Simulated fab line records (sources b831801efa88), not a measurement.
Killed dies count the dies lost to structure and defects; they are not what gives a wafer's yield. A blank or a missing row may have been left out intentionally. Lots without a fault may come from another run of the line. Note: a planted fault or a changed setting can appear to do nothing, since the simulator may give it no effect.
fab line records	flow gf180mcu
record: lots: 11	wafers: 33	last-day: 34
route steps=602 shown STI@15 NWELL@53 VT_IMPLANT@94
lots that met no fault: from a run of the same line without faults
start-h: start of the lot's first displayed wafer, in hours after the record's first day	wait-h: time in hours since the lot's previous step	" repeats the value in the row above	L1.1+2: several wafers, shown together as one row	- value missing, or start not given	* or withheld: withheld	< > ~ a bound
route shown NAME@n: a module of which the file shows steps, and the number in the route of the first	usual: average and standard deviation across the fault-free wafers	same: alike in all rows	chamber/n: place in a boat	sites: per-site readings	_std_site: the standard deviation of these	_edge_site: outer sites' mean less inner sites'	radius-mm: how far each site lies from the wafer's centre	mask NAME#n: copy n	behind: the tool/chamber that last shaped the wafer	hold: why the lot was held/for how many hours/how that ended	device: names the non-switching transistor (n, p or np)	end of line: the route-end tests of the same wafers	where a step has no rows: the recipe by itself	killed: not the wafer's yield, but the dies lost to structure and defects at the first sort	map: per-die view of a wafer (x killed, . not killed, _ where there is no die)
set.NAME: the setting as run; set.NAME@STEP: as run at that earlier step	model.NAME: the simulator's own value behind a step, which no gauge read
the route's steps for a sample of lots (tables are steps, rows are wafers)
services: from which hour (start-h, from the record's first day; less than 0 if before it) a tool's chamber was out of use, for how many hours, and why
== steps ==
step: GF_STI_ETCH_14
recipe: target: Si	chemistry: HBr/Cl2/O2	target-depth-nm: 360	icp-w: 600	bias-w: 150	pressure-mtorr: 15	HBr_flow_sccm: 150	Cl2_flow_sccm: 40	O2_flow_sccm: 6	time-s: 102.9
usual: bias-w: 150.0/0.48	drypump-motor-current-A: 5.8/0.51	mfc-cl2-sccm: 40.00/0.13	oes-product-au: 1.001/0.0084	throttle-valve-pct: 25.657/0.0095
lot.wafer	tool	chamber	start-h	wait-h	bias-w	drypump-motor-current-A	mfc-cl2-sccm	oes-product-au	rf-hours-counter-h	throttle-valve-pct
L148.2	rie-si-02	3	26.43	0.0	150.2	5.7	39.88	1.003	147	25.669
L148.5	"	0	"	"	149.2	6.3	40.19	0.984	-	25.637
L148.6	"	1	"	"	149.6	6.4	40.02	1.002	-	25.652
L150.4	rie-si-01	1	36.73	0.0	150.2	5.5	39.82	1.008	79	25.659
L150.5	"	3	"	"	149.6	5.0	40.08	1.004	-	25.641
L150.6	"	2	"	"	150.5	5.5	40.00	1.009	-	25.648
L151.1	rie-si-01	2	40.83	0.0	149.7	5.5	40.00	1.013	127	25.669
L151.2	"	3	"	"	150.1	5.0	40.28	0.989	70	25.675
L151.6	"	2	"	"	149.6	5.4	39.89	1.001	-	25.643
L153.1	rie-si-02	2	51.68	0.0	150.1	5.8	39.87	0.998	130	25.652
L153.2	"	1	"	"	150.1	6.5	40.11	1.019	50	25.639
L153.5	"	1	"	"	150.0	6.5	39.94	1.001	-	25.657
L156.3	rie-si-02	1	70.14	0.0	150.0	6.4	39.91	1.009	50	25.643
L156.4	"	2	"	"	149.5	5.8	40.07	1.017	130	25.658
L156.5	"	3	"	"	149.2	5.7	40.04	0.992	-	25.665
L157.3	rie-si-01	0	73.38	0.0	149.6	6.6	40.12	0.997	0	25.658
L157.4	"	1	"	"	149.8	5.5	39.93	0.987	79	25.661
L157.5	"	3	"	"	150.2	5.0	40.02	0.991	-	25.658
L158.2	rie-si-02	0	78.08	0.0	149.9	6.3	39.92	0.995	1	25.657
L158.5	"	3	"	"	149.7	5.7	39.93	1.012	-	25.658
L158.6	"	2	"	"	150.6	5.8	39.96	1.003	-	25.649
L166.3	rie-si-01	2	119.94	0.0	150.5	5.5	39.81	1.011	128	25.646
L166.4	"	3	"	"	149.6	5.0	40.08	0.992	-	25.656
L166.6	"	2	"	"	150.4	5.5	39.94	1.005	-	25.666
L167.1	rie-si-02	3	123.07	0.0	150.3	5.7	40.18	1.010	0	25.661
L167.3	"	0	"	"	150.1	6.3	40.09	1.003	2	25.651
L167.4	"	1	"	"	149.7	6.4	39.90	1.022	51	25.627
L170.2	rie-si-01	0	138.27	0.0	149.9	6.6	40.02	1.004	0	25.663
L170.3	"	2	"	"	149.7	5.5	40.26	0.994	128	25.656
L170.6	"	2	"	"	150.6	5.5	40.14	1.004	-	25.655
L171.3	rie-si-02	1	148.02	0.0	150.0	6.5	40.14	1.011	51	25.656
L171.5	"	0	"	"	149.3	6.3	39.94	0.995	-	25.649
L171.6	"	1	"	"	150.9	6.5	40.08	1.001	-	25.661
step: GF_STI_STRIP_15
recipe: chemistry: O2/N2	power-w: 1400	pressure-mtorr: 1500	platen-temp-c: 250	o2-flow-sccm: 3000	n2-flow-sccm: 300	overash-fraction: 0.5
usual: drypump-motor-current-A: 5.9/0.42	heater-power-w: 343/21	n2-flow-sccm: 299.9/0.93	oes-product-au: 0.385/0.0047	strip-time-to-endpoint-s: 3.75/0.042
same: overash-fraction: 0.5
lot.wafer	tool	chamber	start-h	wait-h	drypump-motor-current-A	heater-power-w	n2-flow-sccm	oes-product-au	rf-hours-counter-h	strip-time-to-endpoint-s
L148.2	plasma-asher-02	0	26.50	0.0	6.1	319	299.7	0.383	38	3.71
L148.5	"	1	"	"	5.4	376	300.8	0.386	-	3.74
L148.6	"	0	"	"	6.1	318	298.6	0.373	-	3.75
L150.4	plasma-asher-03	1	36.84	0.1	6.5	344	302.0	0.397	-	3.79
L150.5	"	1	"	"	6.6	336	301.2	0.378	-	3.70
L150.6	"	0	"	"	5.7	333	298.4	0.381	-	3.74
L151.1	plasma-asher-03	0	40.90	0.0	5.8	329	300.7	0.387	24	3.72
L151.2	"	1	"	"	6.6	327	300.3	0.387	24	3.78
L151.6	"	1	"	"	6.5	331	299.3	0.389	-	3.74
L153.1	plasma-asher-02	1	51.75	0.0	5.4	369	299.2	0.384	41	3.67
L153.2	"	0	"	"	6.1	328	299.0	0.379	41	3.70
L153.5	"	0	"	"	6.1	325	299.9	0.389	-	3.74
L156.3	plasma-asher-03	0	70.25	0.1	5.8	344	297.6	0.382	-	3.77
L156.4	"	1	"	"	6.5	330	299.8	0.387	-	3.72
L156.5	"	0	"	"	5.8	333	300.2	0.389	-	3.81
L157.3	plasma-asher-02	1	73.49	0.1	5.4	372	301.9	0.390	-	3.81
L157.4	"	0	"	"	6.1	326	299.9	0.390	-	3.79
L157.5	"	1	"	"	5.4	377	300.9	0.383	-	3.67
L158.2	plasma-asher-02	0	78.15	0.0	6.1	323	298.7	0.382	44	3.82
L158.5	"	1	"	"	5.4	386	300.1	0.388	-	3.77
L158.6	"	0	"	"	6.1	328	300.2	0.385	-	3.83
L166.3	plasma-asher-02	0	120.05	0.1	6.1	321	298.5	0.377	-	3.75
L166.4	"	1	"	"	5.4	375	300.8	0.386	-	3.67
L166.6	"	0	"	"	6.1	323	299.3	0.379	-	3.69
L167.1	plasma-asher-02	1	123.15	0.0	5.4	380	299.0	0.383	49	3.68
L167.3	"	1	"	"	5.4	375	300.2	0.392	-	3.77
L167.4	"	0	"	"	6.0	318	300.2	0.388	-	3.70
L170.2	plasma-asher-03	1	138.35	0.0	6.5	329	299.5	0.381	34	3.78
L170.3	"	0	"	"	5.8	330	300.2	0.380	-	3.77
L170.6	"	0	"	"	5.8	338	298.2	0.376	-	3.73
L171.3	plasma-asher-03	1	148.13	0.1	6.5	340	299.5	0.383	-	3.76
L171.5	"	1	"	"	6.5	326	299.0	0.391	-	3.71
L171.6	"	0	"	"	5.8	330	300.5	0.377	-	3.71
step: GF_NWELL_TW_MEAS_11
usual: NWELL_TW: 1579/13
lot.wafer	tool	chamber	start-h	wait-h	NWELL_TW
L148.2	film-metro-02	-	56.69	0.1	1561
L148.5	"	-	"	"	1566
L148.6	"	-	"	"	1566
L150.4	film-metro-04	-	66.96	0.1	1590
L150.5	"	-	"	"	1599
L150.6	"	-	"	"	1597
L151.1	film-metro-01	-	72.83	0.1	1568
L151.2	"	-	"	"	1574
L151.6	"	-	"	"	1585
L153.1	film-metro-01	-	87.58	0.1	1565
L153.2	"	-	"	"	1573
L153.5	"	-	"	"	1565
L156.3	film-metro-01	-	102.30	0.1	1585
L156.4	"	-	"	"	1583
L156.5	"	-	"	"	1587
L157.3	film-metro-01	-	108.59	0.1	1576
L157.4	"	-	"	"	1579
L157.5	"	-	"	"	1570
L158.2	film-metro-04	-	111.73	0.1	1604
L158.5	"	-	"	"	1605
L158.6	"	-	"	"	1598
L166.3	film-metro-02	-	155.00	0.1	1577
L166.4	"	-	"	"	1582
L166.6	"	-	"	"	1578
L167.1	film-metro-02	-	160.22	0.1	1568
L167.3	"	-	"	"	1561
L167.4	"	-	"	"	1564
L170.2	film-metro-02	-	175.60	0.1	1571
L170.3	"	-	"	"	1561
L170.6	"	-	"	"	1565
L171.3	film-metro-02	-	190.19	0.1	1557
L171.5	"	-	"	"	1564
L171.6	"	-	"	"	1564
step: GF_VT_IMPLANT_EXPOSE_04
recipe: mask-id: LVPWELL_LV_AREA	target-cd-nm: 600	na: 0.6	source-shape: conventional	sigma-outer: 0.6	dose-mj: 140
usual: reticle-temp-C: 23.01/0.13
same: na: 0.6
lot.wafer	tool	chamber	start-h	wait-h	mask	reticle-temp-C
L148.2	iline-stepper-01	0	105.58	-	LVPWELL_LV_AREA#0	23.04
L148.5	"	0	"	"	LVPWELL_LV_AREA#0	22.98
L148.6	"	0	"	"	LVPWELL_LV_AREA#0	23.04
L150.4	iline-stepper-01	0	115.31	-	LVPWELL_LV_AREA#0	22.73
L150.5	"	0	"	"	LVPWELL_LV_AREA#0	22.69
L150.6	"	0	"	"	LVPWELL_LV_AREA#0	22.78
L151.1	iline-stepper-02	0	122.41	-	LVPWELL_LV_AREA#0	23.06
L151.2	"	0	"	"	LVPWELL_LV_AREA#0	22.97
L151.6	"	0	"	"	LVPWELL_LV_AREA#0	22.93
L153.1	iline-stepper-02	0	139.14	-	LVPWELL_LV_AREA#0	23.14
L153.2	"	0	"	"	LVPWELL_LV_AREA#0	22.97
L153.5	"	0	"	"	LVPWELL_LV_AREA#0	22.93
L156.3	iline-stepper-02	0	154.23	-	LVPWELL_LV_AREA#0	23.06
L156.4	"	0	"	"	LVPWELL_LV_AREA#0	23.14
L156.5	"	0	"	"	LVPWELL_LV_AREA#0	23.06
L157.3	iline-stepper-01	0	162.31	-	LVPWELL_LV_AREA#0	22.96
L157.4	"	0	"	"	LVPWELL_LV_AREA#0	23.29
L157.5	"	0	"	"	LVPWELL_LV_AREA#0	23.02
L158.2	iline-stepper-02	0	165.32	-	LVPWELL_LV_AREA#0	23.03
L158.5	"	0	"	"	LVPWELL_LV_AREA#0	23.04
L158.6	"	0	"	"	LVPWELL_LV_AREA#0	23.03
L166.3	iline-stepper-01	0	215.53	-	Nwell_LV_AREA#0	22.90
L166.4	"	0	"	"	Nwell_LV_AREA#0	23.05
L166.6	"	0	"	"	Nwell_LV_AREA#0	22.96
L167.1	iline-stepper-01	0	222.14	-	LVPWELL_LV_AREA#0	23.04
L167.3	"	0	"	"	LVPWELL_LV_AREA#0	23.10
L167.4	"	0	"	"	LVPWELL_LV_AREA#0	23.13
L170.2	iline-stepper-02	0	237.36	-	LVPWELL_LV_AREA#0	23.00
L170.3	"	0	"	"	LVPWELL_LV_AREA#0	22.98
L170.6	"	0	"	"	LVPWELL_LV_AREA#0	22.95
L171.3	iline-stepper-01	0	254.19	-	LVPWELL_LV_AREA#0	22.89
L171.5	"	0	"	"	LVPWELL_LV_AREA#0	22.82
L171.6	"	0	"	"	LVPWELL_LV_AREA#0	22.70
step: GF_VT_IMPLANT_OVL_MEAS_07
usual: VT_IMPLANT_OVL: 0.6/1.8
lot.wafer	tool	chamber	start-h	wait-h	VT_IMPLANT_OVL[nm]
L148.2	overlay-01	-	112.39	0.1	-1.5
L148.5	"	-	"	"	-2.4
L148.6	"	-	"	"	0.1
L150.4	overlay-01	-	122.46	0.1	0.6
L150.5	"	-	"	"	-1.9
L150.6	"	-	"	"	-1.6
L151.1	overlay-01	-	129.69	0.1	-0.8
L151.2	"	-	"	"	-2.5
L151.6	"	-	"	"	-2.2
L153.1	overlay-02	-	146.94	0.1	4.8
L153.2	"	-	"	"	4.2
L153.5	"	-	"	"	3.9
L156.3	overlay-01	-	162.39	0.1	-1.4
L156.4	"	-	"	"	1.4
L156.5	"	-	"	"	0.6
L157.3	overlay-02	-	170.26	0.1	-1.0
L157.4	"	-	"	"	1.3
L157.5	"	-	"	"	1.8
L158.2	overlay-01	-	173.35	0.1	1.3
L158.5	"	-	"	"	2.8
L158.6	"	-	"	"	1.3
L166.3	overlay-01	-	223.99	0.1	-
L166.4	"	-	"	"	-
L166.6	"	-	"	"	-
L167.1	overlay-02	-	231.29	0.1	2.7
L167.3	"	-	"	"	-0.7
L167.4	"	-	"	"	0.8
L170.2	overlay-02	-	246.48	0.1	-0.4
L170.3	"	-	"	"	0.9
L170.6	"	-	"	"	0.5
L171.3	overlay-02	-	263.65	0.1	0.5
L171.5	"	-	"	"	2.4
L171.6	"	-	"	"	2.8
step: GF_VT_IMPLANT_TW_MEAS_10
usual: VT_IMPLANT_TW: 565/4
lot.wafer	tool	chamber	start-h	wait-h	hold	VT_IMPLANT_TW
L148.2	film-metro-03	-	112.68	0.1	-	571
L148.5	"	-	"	"	-	571
L148.6	"	-	"	"	-	571
L150.4	film-metro-02	-	122.75	0.1	-	561
L150.5	"	-	"	"	-	561
L150.6	"	-	"	"	-	563
L151.1	film-metro-02	-	129.98	0.1	-	564
L151.2	"	-	"	"	-	564
L151.6	"	-	"	"	-	563
L153.1	film-metro-02	-	147.22	0.1	-	562
L153.2	"	-	"	"	-	560
L153.5	"	-	"	"	-	563
L156.3	film-metro-03	-	162.69	0.1	-	570
L156.4	"	-	"	"	-	572
L156.5	"	-	"	"	-	571
L157.3	film-metro-03	-	170.55	0.1	-	569
L157.4	"	-	"	"	-	567
L157.5	"	-	"	"	-	568
L158.2	film-metro-03	-	173.64	0.1	-	570
L158.5	"	-	"	"	-	568
L158.6	"	-	"	"	-	571
L166.3	film-metro-02	-	224.28	0.1	await-dispo/0.2h/release	30
L166.4	"	-	"	"	await-dispo/0.2h/release	30
L166.6	"	-	"	"	await-dispo/0.2h/release	30
L166.3	film-metro-02	-	224.51	0.2	-	30
L166.4	"	-	"	"	-	30
L166.6	"	-	"	"	-	30
L167.1	film-metro-01	-	231.57	0.1	-	561
L167.3	"	-	"	"	-	558
L167.4	"	-	"	"	-	564
L170.2	film-metro-01	-	246.77	0.1	-	564
L170.3	"	-	"	"	-	561
L170.6	"	-	"	"	-	568
L171.3	film-metro-01	-	263.95	0.1	-	565
L171.5	"	-	"	"	-	566
L171.6	"	-	"	"	-	567
== services ==
tool	chamber	start-h	hours	kind
iline-stepper-01	0	11.21	-	calibration
rie-si-02	0	15.98	5.1	repair
iline-stepper-02	-	33.51	14.3	repair
plasma-asher-02	-	39.98	2.8	pm
rie-si-02	0	44.54	9.7	repair
iline-stepper-02	-	47.81	4.4	pm
plasma-asher-03	-	79.27	0.8	repair
rie-si-02	3	83.91	8.3	repair
iline-stepper-02	-	86.50	1.7	pm
rie-si-02	3	93.64	-	clean
rie-si-02	3	93.64	20.7	scheduled-down
rie-si-02	3	93.64	20.7	vent-cycle
plasma-asher-03	-	98.16	2.0	repair
rie-si-01	0	115.32	18.2	repair
plasma-asher-03	-	121.61	2.8	pm
rie-si-01	-	130.95	0.9	repair
rie-si-02	2	172.99	4.2	repair
iline-stepper-01	-	173.13	1.7	pm
rie-si-02	2	177.18	-	clean
rie-si-02	2	177.18	14.9	scheduled-down
rie-si-02	2	177.18	14.9	vent-cycle
iline-stepper-01	-	178.54	4.5	repair
iline-stepper-02	-	209.26	2.1	pm
iline-stepper-01	0	220.00	-	calibration
== key ==
first-sign: step: GF_VT_IMPLANT_EXPOSE_04	reading: mask	direction: changed
effect: step: GF_VT_IMPLANT_OVL_MEAS_07	reading: VT_IMPLANT_OVL	direction: missing
effect: step: GF_VT_IMPLANT_TW_MEAS_10	reading: visit	direction: added
effect: step: GF_VT_IMPLANT_TW_MEAS_10	reading: VT_IMPLANT_TW	direction: down	sigmas: 99+	usual: 565	struck: 30
met-at GF_VT_IMPLANT_EXPOSE_04
struck-lots L166
scrapped-behind GF_VT_IMPLANT_TW_MEAS_10 L166.3,L166.4,L166.6
not-acting-at GF_STI_ETCH_14,GF_STI_STRIP_15,GF_NWELL_TW_MEAS_11
onset-between 162.31 215.53
fault: kind: wrong-mask	tool: any	chamber: -	onset-h: 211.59	steps: GF_VT_IMPLANT_EXPOSE_04	aux-copy: Nwell_LV_AREA#0	scope: struck-lots-only
